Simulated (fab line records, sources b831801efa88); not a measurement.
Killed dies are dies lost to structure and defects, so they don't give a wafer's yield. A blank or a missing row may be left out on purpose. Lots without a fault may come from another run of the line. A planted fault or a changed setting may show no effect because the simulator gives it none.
Which tool did it? | flow gf180mcu | 7 lots, 21 wafers sampled, at 2 steps of a route of 602

WHAT THE GAUGES READ, wafer by wafer
GF_SALICIDE_RS_MEAS_04: measures by four-point-probe.
lot  | measured     | on            | SALICIDE_TIN_RS (ohm/sq)
L216 | day 15 11:28 | film_metro-03 | 15.98 15.92 16.01
L219 | day 16 09:54 | film_metro-03 | 16.36 16.48 16.47
L222 | day 17 04:32 | film_metro-02 | 16.47 16.24 16.19
L225 | day 18 07:11 | film_metro-04 | 16.10 16.54 16.35
L233 | day 21 01:57 | film_metro-04 | 8.28 8.32 8.34
L237 | day 22 15:28 | film_metro-03 | 16.47 16.05 16.01
L239 | day 23 05:24 | film_metro-02 | 16.08 16.22 16.43

WHICH TOOL RAN EACH LOT (tool, then ch and the chambers of the sampled wafers, then the start)
lot  | GF_SALICIDE_SPUTTER_02
L216 | pvd_sputter-02, day 15 11:23
L219 | pvd_sputter-04, day 16 09:51
L222 | pvd_sputter-02, day 17 04:27
L225 | pvd_sputter-04, day 18 07:06
L233 | pvd_sputter-04, day 21 01:41
L237 | pvd_sputter-02, day 22 15:24
L239 | pvd_sputter-01, day 23 05:17
- GF_SALICIDE_SPUTTER_02: material Co, target thk 10 nm, time 20 s.

THE ANSWER, worked out from the rows above alone
Rule: what is usual is taken from the lots themselves. Put in order of their means at a reading, lots are off if they are a third of the lots or fewer, leave a main group of 4 or more, and stand apart from it by a gap of 3 or more times the standard deviation of the main group's means; of several such gaps the widest counts. A main group whose means are all the same, to the digits that the tables above print for the reading, isn't used. A lot without any number at a reading at which 4 lots or more have one is off too. The other lots that the step has rows for count as sound.
Off: L233, at GF_SALICIDE_RS_MEAS_04 (SALICIDE_TIN_RS). The main group: mean 16.24 ohm/sq, standard deviation 0.15.
A tool fits if, at a process step before that reading, it ran every lot that is off, and no sound lot after the first of them. The gauges at GF_SALICIDE_RS_MEAS_04 are tried like those tools. Can't be told from this: 2 tools fit, pvd_sputter-04 at GF_SALICIDE_SPUTTER_02, film_metro-04 at GF_SALICIDE_RS_MEAS_04.

WHAT THE SIMULATOR HAD PUT IN
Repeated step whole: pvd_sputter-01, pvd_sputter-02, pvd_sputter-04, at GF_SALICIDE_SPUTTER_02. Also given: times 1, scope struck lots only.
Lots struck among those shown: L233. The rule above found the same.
